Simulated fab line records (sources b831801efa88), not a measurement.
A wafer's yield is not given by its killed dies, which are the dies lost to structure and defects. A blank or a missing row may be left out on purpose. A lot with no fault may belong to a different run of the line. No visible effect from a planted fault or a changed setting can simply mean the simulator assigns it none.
8D (eight disciplines) problem report, filled in by code / flow sfqLine / the parts of the form that need people (team, actions taken, sign-off) are left out

1. THE ISSUE
SFQ_TRILAYER_I1_METRO_MEASURE_047, thkNm: mean 213.1 nm over 1 wafer from 1 lot; wafers with no fault: 199.4 nm, standard deviation 1. Measured from the usual mean, that is +14 standard deviations.
First seen on wafer L742.4, day 23 10:54, on filmMetro-03. The record has a number at this step for 39 wafers belonging to 13 lots. Rule for "out", or "out of limits": more than 4 standard deviations from the usual mean. Any other wafer with a number is counted as sound.

2. WHAT IT IS AND WHAT IT IS NOT
question=which readings at this step | is=thkNm | is not=-
question=which lots | is=L742 | is not=L732, L733, L734, L736, L738, L747, L749, L750, L751, L752, L753, L754
question=which wafers of those lots | is=L742.4 | is not=L742.1, L742.3
question=read on which tools | is=filmMetro-03 | is not=filmMetro-02, filmMetro-04
question=when | is=from day 23 10:54 | is not=up to then (17 sound wafers); but 21 sound wafers of L747, L749, L750, L751, L752, L753, L754 came after

3. SUSPECTS, AND WHAT RULES EACH OUT
Counting: any tool at a process step up to the reading remains a suspect provided it ran every lot that is out. Sound lots after the first of them don't rule it out here, since some wafers of a struck lot are sound.
- cmp-02 at SFQ_TRILAYER_I1_CMP_CMP_046 (polishes SiO2): kept. It processed L742, the lot that is out, at day 23 07:47, and its most recent sound lot before then was L736 at day 21 07:33.
- filmMetro-03 at SFQ_TRILAYER_I1_METRO_MEASURE_047: kept. It processed L742, the lot that is out, at day 23 10:54, and its most recent sound lot before then was L734 at day 19 10:14. Its own readings are out on those wafers: thkNm.
- cmp-02, SFQ_TRILAYER_I1_CMP_CMP_046: wafers that are out in chamber 2, sound lot-mates in chambers 0, 1.
After counting, cmp-02 at SFQ_TRILAYER_I1_CMP_CMP_046 and filmMetro-03 at SFQ_TRILAYER_I1_METRO_MEASURE_047 remain.

4. THE CAUSE (what the simulator had put in)
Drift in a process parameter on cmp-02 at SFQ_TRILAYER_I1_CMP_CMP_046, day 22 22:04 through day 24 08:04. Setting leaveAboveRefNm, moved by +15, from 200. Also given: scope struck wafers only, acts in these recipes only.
Of the 2 suspects that counting leaves, this tool is one.

5. THE EFFECT CHAIN, in route order
Each row: a reading where the mean over the struck wafers with a number is more than 3 standard deviations away from the usual. Only readings whose record carries a usual standard deviation are examined. hours: median over the lots of the time between each lot's start at the first step of this table that gives one and its start at this step. sigmas: the change, counted in usual standard deviations.
hours=0; step=SFQ_TRILAYER_I1_METRO_MEASURE_047; reading=thkNm; usual=199.4 nm; on struck wafers=213.1; change=+13.7; sigmas=+14
hours=156; step=SFQ_TRILAYER_I1_VIA_ETCH_VIA_ETCH_052; reading=oesProductAu; usual=0.853 a.u.; on struck wafers=0.885; change=+0.032; sigmas=+6.7
Here are the process steps it includes:
- SFQ_TRILAYER_I1_METRO_MEASURE_047
- SFQ_TRILAYER_I1_VIA_ETCH_VIA_ETCH_052: etches SiO2 in CHF3, stops on Nb, target depth 260 nm.
Later steps that measure or inspect, where all struck wafers having a row at the step show a number for every such reading and not one has moved that far: SFQ_I4_BOW_MEAS_927.

6. HOW IT WOULD HAVE BEEN CAUGHT EARLIER
First out-of-limits reading in this record: day 23 10:54, which is 13 hours after fault onset at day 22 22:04.
No tool reading at SFQ_TRILAYER_I1_CMP_CMP_046 that has a usual standard deviation in the record was out on any struck wafer, so an alarm limit of 4 standard deviations on those readings would not have fired.
The start of SFQ_TRILAYER_I1_CMP_CMP_046 on cmp-02 came by day 23 10:54 for every one of the lots that are out (1). A hold on the tool at that time would have spared none of them.
